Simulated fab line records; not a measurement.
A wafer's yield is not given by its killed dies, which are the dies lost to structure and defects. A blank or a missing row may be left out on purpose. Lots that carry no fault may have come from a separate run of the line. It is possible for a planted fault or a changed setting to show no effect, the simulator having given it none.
A struck lot beside a sound one :: flow gf180mcu :: 24 out of 602 route steps
Sound: these wafers, L906.3, L906.4, L906.5. Wafers struck: L918.1, L918.4, L918.6. The cause comes at the end.
For every step that has rows: the tool of each side, followed by ch and its chambers, followed by its first start. Under that, the readings that differ: sound wafers :: struck wafers :: difference of the means :: sigmas: that difference in standard deviations of wafers without a fault.
alike: words and numbers the same on both sides, and readings whose means are apart by under 2 such deviations; not compared: readings that were withheld, readings missing a value for some wafer, numbers with overlapping values and no deviation given by the record, and bounds like >300 which may hide the same value.
Wherever a step has rows on one side only, a row that says differs or no value, or a row with sigmas, the two part there. When numbers do not overlap yet have no deviation, they are printed without sigmas and do not part them. A reading missing from all wafers of one side parts the sides only when that side holds two or more wafers.

GF_PSD_OVL_MEAS_08:
  sound on overlay-02 at day 16 05:01; struck on overlay-02 at day 20 09:58
  alike: PSD_OVL
then, 1 step without rows for these wafers: GF_PSD_IMPLANT_09.
GF_PSD_STRIP_10: strips in O2/N2.
  sound on plasma_asher-04 ch 0,1, day 16 05:14; struck on plasma_asher-03 ch 1, day 20 10:08
  alike: drypump_motor_current_A, heater_power_w, oes_product_au, platen_temp_c, strip_time_to_endpoint_s
  not compared: rf_hours_counter_h
GF_PSD_TW_MEAS_11:
  sound on film_metro-03 at day 16 05:19; struck on film_metro-02 at day 20 10:14
reading: PSD_TW
sound: 3179 3159 3146
struck: 3214 3237 3222
difference: +63
sigmas: +2
then, 1 step without rows for these wafers: GF_PSD_CLEAN_12 (cleans in SC1/SC2, time 150 s).
GF_PSD_RTA_13: time 20 s.
  sound on rtp_anneal-01 ch 0, day 16 05:26; struck on rtp_anneal-02 ch 0, day 20 10:22
reading: lamp_power_pct (%)
sound: 29.7 29.7 29.7
struck: 34.3 34.3 34.4
difference: +4.6
sigmas: +2
  alike: chamber_o2_ppm, wafer_temp_C_max
GF_PSD_RS_MEAS_14: uses a four-point probe to measure.
  sound on film_metro-01 at day 16 05:32; struck on film_metro-01 at day 20 10:26
  alike: NSD_RS
GF_PSD_RS_MEAS_15: uses a four-point probe to measure.
  sound on film_metro-01 at day 16 05:39; struck on film_metro-01 at day 20 10:34
  alike: PSD_RS
GF_SAB_CVD_00: deposits SiO2 from TEOS, target thk 50 nm, time 4.9302 s.
  sound on pecvd-03 ch 0,2, day 16 05:44; struck on pecvd-02 ch 1,2, day 20 10:41
  alike: heater_power_w
GF_SAB_THK_MEAS_01:
  sound on film_metro-02 at day 16 05:46; struck on film_metro-04 at day 20 10:42
  alike: SAB_CVD_00_THK
then, 2 steps without rows for these wafers: GF_SAB_DEHYDRATE_02 (time 60 s); GF_SAB_HMDS_03 (prime time 60 s).
GF_SAB_COAT_04: resist thk 1000 nm.
  sound on litho_track-01 ch 0, day 16 15:40; struck on litho_track-03 ch 0, day 20 22:11
reading: spin_speed_rpm (rpm)
sound: 2998.5 3001.8 2999.8
struck: 3145.7 3149.3 3145.0
difference: +146.6
sigmas: +70

reading: model.NOVOLAK_of_SAB_COAT_04.thk_nm (nm)
sound: 999.3 1001 999.8
struck: 974 975.3 976.2
difference: -25
sigmas: 
then, 4 steps without rows for these wafers: GF_SAB_SOFTBAKE_05 (time 60 s); GF_SAB_EXPOSE_06 (exposes mask SAB, target cd 420 nm); GF_SAB_PEB_07; GF_SAB_DEVELOP_08 (develop time 60 s).
GF_SAB_CD_MEAS_09: the cd target is 420 nm.
  sound on cd_sem-02 at day 17 03:02; struck on cd_sem-02 at day 21 11:02
  alike: cd_nm
GF_SAB_OVL_MEAS_10:
  sound on overlay-01 at day 17 03:07; struck on overlay-01 at day 21 11:10
  alike: SAB_OVL
GF_SAB_ETCH_11: etches SiO2 in C4F8/O2/Ar, target depth 55 nm, time 8.5 s.
  sound on rie_diel-02 ch 0,3, day 17 03:09; struck on rie_diel-01 ch 0,2,3, day 21 11:11
reading: model.NOVOLAK_of_SAB_COAT_04.thk_nm (nm)
sound: 987.9 989.5 988.5
struck: 962.7 964 964.5
difference: -24.9
sigmas: 
  alike: oes_product_au
  not compared: rf_hours_counter_h
then, 1 step without rows for these wafers: GF_SAB_WET_ETCH_12 (etches SiO2 in dHF, target depth 22 nm, time 440 s).
GF_SAB_STRIP_13: strips in O2/N2.
  sound on plasma_asher-03 ch 0,1, day 17 03:20; struck on plasma_asher-03 ch 0,1, day 21 11:20
reading: strip_time_to_endpoint_s (s)
sound: 12.60 12.62 12.63
struck: 12.31 12.33 12.34
difference: -0.29
sigmas: -8
  alike: drypump_motor_current_A, heater_power_w, oes_product_au, platen_temp_c
  not compared: rf_hours_counter_h
then, 2 steps without rows for these wafers: GF_SALICIDE_CLEAN_00 (cleans in SC1/SC2, time 150 s); GF_PASSIVATION_PROBE_99.

## WHERE THEY PART
Last at GF_SAB_STRIP_13 as far as this record goes, first at GF_PSD_TW_MEAS_11.

WHY: whatever the simulator had introduced
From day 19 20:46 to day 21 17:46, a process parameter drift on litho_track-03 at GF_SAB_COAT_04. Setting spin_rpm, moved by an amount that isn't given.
